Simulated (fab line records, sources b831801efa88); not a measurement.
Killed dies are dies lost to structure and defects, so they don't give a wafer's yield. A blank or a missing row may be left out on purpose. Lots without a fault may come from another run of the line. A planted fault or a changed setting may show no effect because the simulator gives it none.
fab line records | flow sky130
record lots=11 wafers=33 last_day=50
route steps=708 shown METAL2@501 VIA2@527 METAL3@533 PAD_OPEN@708
lots that met no fault: from a run of the same line without faults
start_h: hours from the record's first day to the start of the lot's first wafer shown | wait_h: hours since the lot's step before | " the same as in the row above | L1.1+2: a row that stands for several wafers | - no value, or no start given | * or withheld: withheld | < > ~ a bound
route shown NAME@n: a module of which the file shows steps, and the number in the route of the first | usual: mean/standard deviation of fault-free wafers | same: alike in all rows | chamber/n: place in a boat | sites: the reading at each site | _std_site: their standard deviation | _edge_site: outer sites' mean less inner sites' | radius_mm: how far each site lies from the wafer's centre | mask NAME#n: copy n | behind: the tool/chamber that last shaped the wafer | hold: why the lot was held/for how many hours/how that ended | device: the transistor (n, p or np) that didn't switch | end of line: the same wafers' tests at the end of the route | a step without rows: its recipe alone | killed: dies lost to structure and defects at the first sort, not the wafer's yield | map: a wafer's dies, x killed, . not, _ none there
set.NAME: the setting as run; set.NAME@STEP: as run at that earlier step | model.NAME: the simulator's own value behind a step, which no gauge read
steps of the route over a sample of lots; a table a step, a row a wafer
services: from which hour (start_h, from the record's first day; less than 0 if before it) a tool's chamber was out of use, for how many hours, and why
## steps
# step SKY_METAL2_ETCH_18
# recipe chemistry=N2/H2 target=BARC ion_energy_ev=200 bias_w=100 pressure_mtorr=30 n2_flow_sccm=100 h2_flow_sccm=200 icp_w=500 stop_on=SiO2 time_s=45.9 target_depth_a=600
# usual drypump_motor_current_A=5.9/0.36 oes_product_au=0.855/0.0047 throttle_valve_pct=13.225/0.0095
# columns lot.wafer tool chamber start_h wait_h drypump_motor_current_A oes_product_au rf_hours_counter_h throttle_valve_pct
L985.2 rie_metal-02 0 851.99 0.0 6.3 0.853 2 13.220
L985.4 " 1 " " 5.6 0.847 - 13.219
L985.5 " 1 " " 5.6 0.850 - 13.230
L984.1 rie_metal-02 0 854.15 0.0 6.3 0.850 2 13.227
L984.4 " 0 " " 6.3 0.850 - 13.247
L984.6 " 0 " " 6.3 0.851 - 13.226
L987.2 rie_metal-01 1 858.64 0.1 6.0 0.852 - 13.232
L987.4 " 1 " " 6.0 0.852 - 13.225
L987.5 " 1 " " 6.0 0.851 - 13.230
L990.2 rie_metal-02 1 886.69 0.0 5.6 0.853 15 13.229
L990.3 " 1 " " 5.6 0.863 - 13.213
L990.6 " 1 " " 5.6 0.862 - 13.235
L991.2 rie_metal-03 0 888.89 0.0 5.7 0.851 7 13.216
L991.3 " 0 " " 5.7 0.853 - 13.234
L991.6 " 1 " " 5.5 0.851 - 13.210
L992.1 rie_metal-02 0 889.28 0.0 6.3 0.852 4 13.217
L992.3 " 0 " " 6.3 0.861 - 13.222
L992.6 " 1 " " 5.6 0.855 - 13.215
L994.1 rie_metal-01 0 909.15 0.0 5.5 0.858 1 13.223
L994.2 " 1 " " 6.0 0.849 11 13.223
L994.5 " 0 " " 5.5 0.853 - 13.225
L996.3 rie_metal-02 0 917.16 0.0 6.3 0.852 - 13.222
L996.5 " 0 " " 6.3 0.850 - 13.229
L996.6 " 1 " " 5.6 0.864 - 13.236
L101.2 rie_metal-01 0 946.43 0.0 5.5 0.855 3 13.210
L101.3 " 1 " " 6.0 0.862 - 13.239
L101.5 " 0 " " 5.5 0.860 - 13.226
L103.2 rie_metal-02 0 964.95 0.0 6.3 0.842 8 13.231
L103.5 " 1 " " 5.6 0.857 - 13.237
L103.6 " 0 " " 6.3 0.850 - 13.211
L107.2 rie_metal-01 1 985.04 0.0 6.0 0.855 15 13.221
L107.5 " 0 " " 5.5 0.857 - 13.239
L107.6 " 1 " " 6.0 0.854 - 13.228
# step SKY_METAL2_METAL_ETCH_19
# recipe target_depth_a=3600 stop_on=SiO2 over_etch_frac=0.3 time_s=78 chemistry=Cl2/BCl3 resist_sidewall_deg=88 pressure_mtorr=10 icp_w=900 bias_w=48.5 Cl2_flow_sccm=60 bcl3_flow_sccm=30
# usual drypump_motor_current_A=5.9/0.36 oes_product_au=0.854/0.0061 throttle_valve_pct=22.263/0.0087
# columns lot.wafer tool chamber start_h wait_h drypump_motor_current_A oes_product_au rf_hours_counter_h throttle_valve_pct
L985.2 rie_metal-02 0 852.05 0.0 6.3 0.844 2 22.251
L985.4 " 1 " " 5.6 0.847 - 22.266
L985.5 " 1 " " 5.6 0.850 - 22.265
L984.1 rie_metal-02 0 854.28 0.1 6.3 0.847 2 22.252
L984.4 " 0 " " 6.3 0.847 - 22.264
L984.6 " 0 " " 6.3 0.848 - 22.263
L987.2 rie_metal-01 1 858.78 0.1 6.0 0.857 - 22.257
L987.4 " 1 " " 6.0 0.863 - 22.264
L987.5 " 1 " " 6.0 0.856 - 22.260
L990.2 rie_metal-02 1 886.75 0.0 5.6 0.855 15 22.268
L990.3 " 1 " " 5.6 0.852 - 22.263
L990.6 " 1 " " 5.6 0.848 - 22.266
L991.2 rie_metal-03 0 888.95 0.0 5.7 0.863 7 22.274
L991.3 " 0 " " 5.7 0.851 - 22.263
L991.6 " 1 " " 5.5 0.864 - 22.260
L992.1 rie_metal-02 0 889.34 0.0 6.3 0.858 4 22.270
L992.3 " 0 " " 6.3 0.848 - 22.257
L992.6 " 1 " " 5.6 0.858 - 22.263
L994.1 rie_metal-01 0 909.22 0.0 5.5 0.860 1 22.255
L994.2 " 1 " " 6.0 0.868 11 22.263
L994.5 " 0 " " 5.5 0.862 - 22.250
L996.3 rie_metal-02 0 917.23 0.1 6.3 0.852 - 22.263
L996.5 " 0 " " 6.3 0.853 - 22.271
L996.6 " 1 " " 5.6 0.850 - 22.270
L101.2 rie_metal-01 0 946.49 0.0 5.5 0.851 3 22.254
L101.3 " 1 " " 6.0 0.857 - 22.273
L101.5 " 0 " " 5.5 0.857 - 22.258
L103.2 rie_metal-02 0 965.02 0.0 6.3 0.867 8 22.265
L103.5 " 1 " " 5.6 0.865 - 22.270
L103.6 " 0 " " 6.3 0.858 - 22.256
L107.2 rie_metal-01 1 985.10 0.0 6.0 0.853 15 22.266
L107.5 " 0 " " 5.5 0.853 - 22.258
L107.6 " 1 " " 6.0 0.857 - 22.274
# step SKY_VIA2_SPUTTER_20
# recipe material=TiN target_thk_nm=20 chamber_pressure_pa=5 power_w=4000 time_s=80
# usual cathode_dc_power_W=4000.1/0.81 throttle_valve_pct=30.5/1
# columns lot.wafer tool chamber start_h wait_h cathode_dc_power_W throttle_valve_pct
L985.2 pvd_sputter-03 - 881.03 0.0 4000.4 30.9
L985.4 " - " " 4000.0 32.3
L985.5 " - " " 4001.1 30.7
L984.1 pvd_sputter-03 - 883.50 0.0 4000.4 32.4
L984.4 " - " " 3999.2 30.0
L984.6 " - " " 3998.9 30.0
L987.2 pvd_sputter-04 - 887.82 0.0 4000.4 30.4
L987.4 " - " " 4000.2 29.5
L987.5 " - " " 3998.7 29.8
L990.2 pvd_sputter-04 - 913.65 0.0 4002.0 30.0
L990.3 " - " " 3999.8 29.8
L990.6 " - " " 4000.3 30.4
L991.2 pvd_sputter-04 - 916.10 0.0 3999.7 30.0
L991.3 " - " " 4000.1 30.6
L991.6 " - " " 4000.3 30.4
L992.1 pvd_sputter-03 - 916.31 0.0 4001.2 29.9
L992.3 " - " " 4000.9 30.6
L992.6 " - " " 3999.9 30.7
L994.1 pvd_sputter-03 - 936.41 0.0 4000.2 32.2
L994.2 " - " " 4000.6 30.9
L994.5 " - " " 4216.7 29.7
L996.3 pvd_sputter-02 - 944.42 0.0 4000.2 28.7
L996.5 " - " " 3998.6 31.6
L996.6 " - " " 3999.8 29.8
L101.2 pvd_sputter-02 - 972.52 0.0 4000.0 30.0
L101.3 " - " " 3999.4 28.6
L101.5 " - " " 4000.7 31.7
L103.2 pvd_sputter-04 - 990.62 0.0 4001.0 30.4
L103.5 " - " " 3999.5 30.1
L103.6 " - " " 4000.4 29.9
L107.2 pvd_sputter-02 - 1011.20 0.0 4000.6 29.9
L107.5 " - " " 4000.6 29.9
L107.6 " - " " 4000.1 30.2
# step SKY_METAL3_SPUTTER_01
# recipe material=TiN target_thk_nm=20 power_w=6500 time_s=16.7 chamber_pressure_pa=0.4
# usual cathode_dc_power_W=6499.9/1.2 throttle_valve_pct=30.0/0.84
# columns lot.wafer tool chamber start_h wait_h cathode_dc_power_W throttle_valve_pct
L985.2 pvd_sputter-04 - 881.72 0.0 6498.5 30.5
L985.4 " - " " 6498.9 29.9
L985.5 " - " " 6498.4 30.0
L984.1 pvd_sputter-01 - 884.19 0.0 6500.9 30.4
L984.4 " - " " 6500.1 30.9
L984.6 " - " " 6500.2 31.0
L987.2 pvd_sputter-01 - 888.51 0.0 6498.6 28.9
L987.4 " - " " 6501.3 29.6
L987.5 " - " " 6501.7 31.0
L990.2 pvd_sputter-02 - 914.34 0.0 6499.4 28.7
L990.3 " - " " 6500.1 31.9
L990.6 " - " " 6500.0 30.0
L991.2 pvd_sputter-04 - 916.79 0.0 6499.0 30.5
L991.3 " - " " 6500.7 30.0
L991.6 " - " " 6499.3 29.5
L992.1 pvd_sputter-01 - 917.09 0.0 6497.3 28.9
L992.3 " - " " 6498.2 30.9
L992.6 " - " " 6501.7 28.9
L994.1 pvd_sputter-04 - 937.10 0.0 6499.9 30.1
L994.2 " - " " 6499.0 30.6
L994.5 " - " " 6500.2 29.4
L996.3 pvd_sputter-01 - 945.11 0.0 6500.4 30.9
L996.5 " - " " 6499.4 30.7
L996.6 " - " " 6499.2 28.6
L101.2 pvd_sputter-04 - 973.22 0.0 6500.9 30.7
L101.3 " - " " 6499.5 30.0
L101.5 " - " " 6501.4 30.1
L103.2 pvd_sputter-02 - 991.32 0.0 6498.8 31.5
L103.5 " - " " 6499.9 30.0
L103.6 " - " " 6499.4 28.7
L107.2 pvd_sputter-01 - 1011.90 0.0 6499.5 31.0
L107.5 " - " " 6502.1 30.9
L107.6 " - " " 6499.2 28.9
# step SKY_PAD_OPEN_PROBE_99
# usual defect_limited_yield=82.1/1.9 killed_at_M0_to_M3=44/6.6 killed_at_M4_up=3.0/1.9 killed_at_contacts=24/5.1 killed_at_front_end=16/4.6 killed_at_other=0.3/0.59 killed_dies=88/9.5 killed_open=48/6.7 killed_short=40/6.1 sort_bin_3_pad_short=0.9/0.43 sort_bin_5_function=10.7/1.6 sort_bin_6_memory=6.3/1.1 sort_n_pass=404/9.5 sort_yield_pct=82.1/1.9
# same gross_dies=492 killed_at_back_side=0 sort_bin_4_leakage[%]=0 sort_bin_8_speed[%]=0
# columns lot.wafer tool chamber start_h wait_h defect_limited_yield[%] killed_at_M0_to_M3 killed_at_M4_up killed_at_contacts killed_at_front_end killed_at_other killed_dies killed_open killed_short sort_bin_3_pad_short[%] sort_bin_5_function[%] sort_bin_6_memory[%] sort_n_pass sort_yield_pct[%]
L985.2 prober-01 - 1099.61 0.1 81.1 42 2 36 13 0 93 56 37 1.2 11.6 6.1 399 81.1
L985.4 prober-01 - 1099.71 0.2 82.7 43 4 23 14 1 85 42 42 0.8 11.4 5.1 407 82.7
L985.5 prober-01 - 1099.76 0.2 83.3 39 2 28 11 2 82 41 40 1.2 10.4 5.1 410 83.3
L984.1 prober-02 - 1102.47 0.1 81.5 42 5 25 19 0 91 57 34 0.4 10.8 7.3 401 81.5
L984.4 prober-02 - 1102.62 0.2 83.7 38 1 25 16 0 80 44 36 0.4 9.3 6.5 412 83.7
L984.6 prober-02 - 1102.72 0.2 83.5 46 3 19 13 0 81 41 40 0.8 10.8 4.9 411 83.5
L987.2 prober-02 - 1109.96 0.1 81.3 48 3 22 19 0 92 45 47 0.4 13.6 4.7 400 81.3
L987.4 prober-02 - 1110.06 0.2 83.5 51 4 15 11 0 81 41 40 1.2 8.9 6.3 411 83.5
L987.5 prober-02 - 1110.11 0.2 84.1 54 4 10 9 1 78 43 35 0.4 9.1 6.3 414 84.1
L990.2 prober-01 - 1132.23 0.1 81.3 55 0 23 14 0 92 51 41 1.0 10.0 7.7 400 81.3
L990.3 prober-01 - 1132.28 0.2 84.3 37 5 22 13 0 77 45 32 0.6 8.9 6.1 415 84.3
L990.6 prober-01 - 1132.43 0.2 86.8 29 4 22 10 0 65 40 25 0.6 8.9 3.7 427 86.8
L994.1 prober-01 - 1147.02 0.1 82.5 50 2 19 15 0 86 48 38 0.8 8.9 7.7 406 82.5
L994.2 prober-01 - 1147.07 0.1 81.9 44 4 30 11 0 89 49 40 1.0 10.6 6.5 403 81.9
L994.5 prober-01 - 1147.22 0.2 77.8 57 2 26 24 0 109 53 56 0.8 13.4 7.9 383 77.8
L996.3 prober-01 - 1155.25 0.2 82.3 40 5 22 19 1 87 55 31 0.6 11.0 6.1 405 82.3
L996.5 prober-01 - 1155.35 0.2 86.2 34 3 20 11 0 68 37 31 0.8 7.9 5.1 424 86.2
L996.6 prober-01 - 1155.40 0.2 83.3 38 2 27 15 0 82 45 37 1.4 8.9 6.3 410 83.3
L103.2 prober-02 - 1188.48 0.1 81.5 43 4 28 16 0 91 57 31 0.6 11.0 6.9 401 81.5
L103.5 prober-02 - 1188.63 0.2 82.9 45 2 28 9 0 84 43 41 1.2 10.6 5.3 408 82.9
L103.6 prober-02 - 1188.68 0.2 83.9 39 2 22 16 0 79 38 41 0.6 9.8 5.7 413 83.9
# killed by level:class
L985.2 LI_CONTACT:geometric_particle:open=14 VIA1:geometric_particle:open=10 CONTACT:geometric_particle:open=8 VIA3:geometric_particle:open=8 CONTACT:geometric_particle:short=7 FIELD_ISO:geometric_particle:open=5 METAL1:geometric_particle:short=5 LOCAL_INTERCONNECT:geometric_particle:short=4
L985.4 CONTACT:geometric_particle:open=8 VIA1:geometric_particle:short=8 VIA3:geometric_particle:open=7 LI_CONTACT:geometric_particle:open=6 VIA1:geometric_particle:open=6 FIELD_ISO:geometric_particle:short=4 POLY_GATE:geometric_particle:open=4 CONTACT:geometric_particle:short=4
L985.5 VIA1:geometric_particle:open=12 CONTACT:geometric_particle:open=9 LI_CONTACT:geometric_particle:open=8 VIA1:geometric_particle:short=7 LOCAL_INTERCONNECT:geometric_particle:short=6 POLY_GATE:geometric_particle:short=5 METAL1:geometric_particle:short=5 VIA2:geometric_particle:open=4
L984.1 VIA2:geometric_particle:open=12 VIA1:geometric_particle:open=11 LI_CONTACT:geometric_particle:open=8 CONTACT:geometric_particle:open=7 FIELD_ISO:geometric_particle:open=6 METAL4:geometric_particle:short=5 FIELD_ISO:geometric_particle:short=4 CONTACT:geometric_particle:short=4
L984.4 LI_CONTACT:geometric_particle:open=9 VIA1:geometric_particle:open=8 VIA2:geometric_particle:open=7 VIA3:geometric_particle:open=7 FIELD_ISO:geometric_particle:short=6 CONTACT:geometric_particle:open=6 METAL1:geometric_particle:short=5 LOCAL_INTERCONNECT:geometric_particle:short=4
L984.6 VIA1:geometric_particle:open=11 CONTACT:geometric_particle:open=9 VIA1:geometric_particle:short=7 VIA2:geometric_particle:short=7 VIA3:geometric_particle:open=6 CONTACT:geometric_particle:short=5 METAL2:geometric_particle:short=5 POLY_GATE:geometric_particle:short=4
L987.2 VIA1:geometric_particle:open=11 CONTACT:geometric_particle:open=10 POLY_GATE:geometric_particle:short=7 METAL2:geometric_particle:short=7 VIA2:geometric_particle:open=7 METAL1:geometric_particle:short=6 FIELD_ISO:geometric_particle:short=5 LI_CONTACT:geometric_particle:open=4
L987.4 VIA3:geometric_particle:open=9 VIA1:geometric_particle:open=7 METAL2:geometric_particle:short=7 VIA2:geometric_particle:open=6 LOCAL_INTERCONNECT:geometric_particle:short=5 VIA1:geometric_particle:short=5 CONTACT:geometric_particle:open=4 METAL1:geometric_particle:short=4
L987.5 VIA1:geometric_particle:open=11 VIA3:geometric_particle:open=10 METAL2:geometric_particle:short=10 VIA2:geometric_particle:open=8 METAL1:geometric_particle:short=6 LI_CONTACT:geometric_particle:open=4 FIELD_ISO:geometric_particle:short=3 POLY_GATE:geometric_particle:short=3
L990.2 VIA1:geometric_particle:open=14 CONTACT:geometric_particle:open=11 VIA2:geometric_particle:open=10 VIA1:geometric_particle:short=7 FIELD_ISO:geometric_particle:short=5 VIA3:geometric_particle:open=5 METAL1:geometric_particle:short=5 VIA3:geometric_particle:short=4
L990.3 LI_CONTACT:geometric_particle:open=9 FIELD_ISO:geometric_particle:open=8 VIA1:geometric_particle:open=8 VIA2:geometric_particle:open=6 METAL2:geometric_particle:short=5 CONTACT:geometric_particle:open=5 VIA1:geometric_particle:short=5 LOCAL_INTERCONNECT:geometric_particle:short=4
L990.6 VIA1:geometric_particle:open=10 CONTACT:geometric_particle:open=8 CONTACT:geometric_particle:short=6 VIA3:geometric_particle:open=5 LI_CONTACT:geometric_particle:open=4 VIA2:geometric_particle:open=4 POLY_GATE:geometric_particle:open=3 POLY_GATE:geometric_particle:short=3
L994.1 VIA1:geometric_particle:open=9 LI_CONTACT:geometric_particle:open=9 VIA3:geometric_particle:open=8 METAL1:geometric_particle:short=7 FIELD_ISO:geometric_particle:open=6 CONTACT:geometric_particle:open=6 METAL2:geometric_particle:short=6 VIA2:geometric_particle:open=5
L994.2 LI_CONTACT:geometric_particle:open=13 METAL1:geometric_particle:short=9 CONTACT:geometric_particle:open=8 VIA2:geometric_particle:open=7 VIA1:geometric_particle:open=6 VIA3:geometric_particle:open=5 POLY_GATE:geometric_particle:open=4 LOCAL_INTERCONNECT:geometric_particle:short=4
L994.5 VIA1:geometric_particle:open=12 LI_CONTACT:geometric_particle:open=9 VIA1:geometric_particle:short=7 POLY_GATE:geometric_particle:open=6 VIA2:geometric_particle:open=6 VIA3:geometric_particle:short=6 FIELD_ISO:geometric_particle:short=5 LI_CONTACT:geometric_particle:short=5
L996.3 VIA3:geometric_particle:open=13 CONTACT:geometric_particle:open=7 FIELD_ISO:geometric_particle:open=6 LI_CONTACT:geometric_particle:open=6 VIA1:geometric_particle:open=6 FIELD_ISO:geometric_particle:short=5 METAL2:geometric_particle:short=5 CONTACT:geometric_particle:short=4
L996.5 VIA1:geometric_particle:open=8 LOCAL_INTERCONNECT:geometric_particle:short=7 VIA2:geometric_particle:open=6 POLY_GATE:geometric_particle:short=5 CONTACT:geometric_particle:open=5 METAL1:geometric_particle:short=4 METAL2:geometric_particle:short=4 FIELD_ISO:geometric_particle:open=3
L996.6 CONTACT:geometric_particle:open=9 VIA1:geometric_particle:open=7 LOCAL_INTERCONNECT:geometric_particle:short=7 CONTACT:geometric_particle:short=6 FIELD_ISO:geometric_particle:open=5 METAL2:geometric_particle:short=5 VIA2:geometric_particle:short=5 VIA2:geometric_particle:open=4
L103.2 LI_CONTACT:geometric_particle:open=15 VIA1:geometric_particle:open=13 CONTACT:geometric_particle:open=8 VIA2:geometric_particle:open=8 VIA1:geometric_particle:short=5 FIELD_ISO:geometric_particle:short=4 VIA2:geometric_particle:short=4 POLY_GATE:geometric_particle:open=3
L103.5 VIA1:geometric_particle:open=10 CONTACT:geometric_particle:short=9 VIA3:geometric_particle:short=8 CONTACT:geometric_particle:open=8 VIA3:geometric_particle:open=8 VIA1:geometric_particle:short=6 LI_CONTACT:geometric_particle:open=5 METAL2:geometric_particle:short=5
L103.6 VIA2:geometric_particle:open=9 METAL2:geometric_particle:short=5 POLY_GATE:geometric_particle:open=5 LI_CONTACT:geometric_particle:open=5 CONTACT:geometric_particle:open=5 VIA1:geometric_particle:open=5 VIA3:geometric_particle:open=5 LI_CONTACT:geometric_particle:short=4
## services
# columns tool chamber start_h hours kind
rie_metal-01 0 845.67 - clean
rie_metal-01 0 845.67 27.9 scheduled_down
rie_metal-01 0 845.67 27.9 vent_cycle
rie_metal-01 - 863.29 14.6 pm
rie_metal-02 - 868.90 0.4 repair
rie_metal-01 - 877.89 2.8 pm
rie_metal-03 - 888.15 0.2 repair
pvd_sputter-02 - 890.29 4.2 repair
pvd_sputter-01 - 893.72 3.4 repair
rie_metal-02 1 918.89 - clean
rie_metal-02 1 918.89 18.0 scheduled_down
rie_metal-02 1 918.89 18.0 vent_cycle
rie_metal-03 1 939.38 2.1 repair
pvd_sputter-01 - 954.67 3.9 repair
pvd_sputter-04 - 956.47 14.5 repair
pvd_sputter-03 - 958.29 1.7 repair
rie_metal-03 - 980.08 2.8 pm
rie_metal-03 0 985.53 15.9 repair
pvd_sputter-04 - 998.50 20.5 repair
pvd_sputter-01 - 1003.75 2.3 repair
pvd_sputter-02 - 1006.70 2.7 repair
## key
first_sign step=SKY_VIA2_SPUTTER_20 reading=cathode_dc_power_W direction=up sigmas=99+ usual=4000.1 struck=4216.7
effect none on later readings
met_at SKY_VIA2_SPUTTER_20
struck_lots L994
struck_wafers L994.5
not_acting_at SKY_METAL2_ETCH_18,SKY_METAL2_METAL_ETCH_19,SKY_METAL3_SPUTTER_01
onset_between 916.31 936.41
fault kind=process_parameter_drift tool=pvd_sputter-03 chamber=- onset_h=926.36 steps=SKY_VIA2_SPUTTER_20 channel=power_w offset=* shape=step end_h=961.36 acts_in=* stated=* scope=struck_wafers_only
